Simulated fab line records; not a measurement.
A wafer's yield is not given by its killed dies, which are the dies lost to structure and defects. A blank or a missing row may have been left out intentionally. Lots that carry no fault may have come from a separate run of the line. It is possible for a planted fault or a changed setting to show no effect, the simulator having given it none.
8D (eight disciplines) problem report, filled in by code	flow sky130	the parts of the form that need people (team, actions taken, sign-off) are left out

== 1. WHAT WENT WRONG ==
A mean of 54 is read at SKY_PAD_OPEN_PROBE_99 for killedAtFrontEnd, taken on 1 wafer of 1 lot, against 15 (standard deviation 4.9) on wafers free of any fault. Measured from the usual mean, that is +8.0 standard deviations.
The first sign was on wafer L155.3 at day 50 18:46, on prober-02. The record holds 3 wafers of 1 lot with a number at this step. Rule for "out" (also "out of limits"): further than 4 standard deviations from the usual mean. Any other wafer with a number is counted as sound.

== 2. WHAT IT IS AND WHAT IT IS NOT ==
question	is	is not
which readings at this step	killedAtFrontEnd	killed_at_M0_to_M3, killed_at_M4_up, killedAtContacts, killedAtOther, killedOpen, killedShort
which lots	L155	-
which wafers of those lots	L155.3	L155.4, L155.5
read on which tools	prober-02	-
when	from day 50 18:46	up to then (0 sound wafers); but 2 sound wafers of L155 came after

== 3. THE SUSPECTS, EACH WITH WHAT RULES IT OUT ==
Counting: a tool at a process step up to the reading stays a suspect if it ran every lot that is out. Sound lots after the first of them don't rule it out here, since some wafers of a struck lot are sound.
- plasmaAsher-02 at SKY_LDD_LDN_STRIP_12 (strips in O2/N2): kept. It ran the lot that is out, L155 (day 30 12:37).
- rieDiel-03 at SKY_PASSIVATION_ETCH_11 (etches the open film in CF4/O2, stops on AlCu, target depth 725 nm, time 161.1 s): kept. It ran the lot that is out, L155 (day 49 23:41).
- plasmaAsher-01 at SKY_PAD_OPEN_STRIP_08 (strips in O2/N2): kept. It ran the lot that is out, L155 (day 50 16:29).
- prober-02 at SKY_PAD_OPEN_PROBE_99: kept. It ran the lot that is out, L155 (day 50 18:46). Its own killedAtFrontEnd readings are out on those wafers.
- Within plasmaAsher-02 at SKY_LDD_LDN_STRIP_12, the wafers that are out were processed in chamber 0 and their sound lot-mates in chamber 1.
- Within plasmaAsher-01 at SKY_PAD_OPEN_STRIP_08, the wafers that are out were processed in chamber 0 and their sound lot-mates in chamber 1.
Left after counting: plasmaAsher-02 at SKY_LDD_LDN_STRIP_12, rieDiel-03 at SKY_PASSIVATION_ETCH_11, plasmaAsher-01 at SKY_PAD_OPEN_STRIP_08, prober-02 at SKY_PAD_OPEN_PROBE_99.

== 4. THE CAUSE (what the simulator had put in) ==
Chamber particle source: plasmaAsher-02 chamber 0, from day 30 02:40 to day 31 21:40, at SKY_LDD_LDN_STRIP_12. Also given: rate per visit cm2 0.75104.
Counting left 4 suspects, and this tool is among them.

== 5. THE CHAIN OF EFFECTS, in route order ==
One row per reading whose mean, taken over the struck wafers that have a number, lies over 3 standard deviations from the usual. Readings are gone through only where the record gives a usual standard deviation; hours: the median, over the lots, of the time from a lot's start at the first step in this table giving one to that lot's start at this step; sigmas: the change measured in usual standard deviations.
hours	step	reading	usual	on struck wafers	change	sigmas
0	SKY_PAD_OPEN_PROBE_99	killedAtFrontEnd	15	54	+39	+8.0
Process steps it contains:
- SKY_PAD_OPEN_PROBE_99

== 6. WHAT WOULD HAVE CAUGHT IT SOONER ==
The fault began at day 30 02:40; the first out-of-limits reading in this record came at day 50 18:46, 496 hours later.
An alarm limit of 4 standard deviations would not have fired on the tool readings at SKY_LDD_LDN_STRIP_12 for which the record gives a usual standard deviation, since none of them was out on any struck wafer.
All the lots that are out (1) had begun SKY_LDD_LDN_STRIP_12 on plasmaAsher-02 by day 50 18:46. A hold on the tool at that time would have spared none of them.
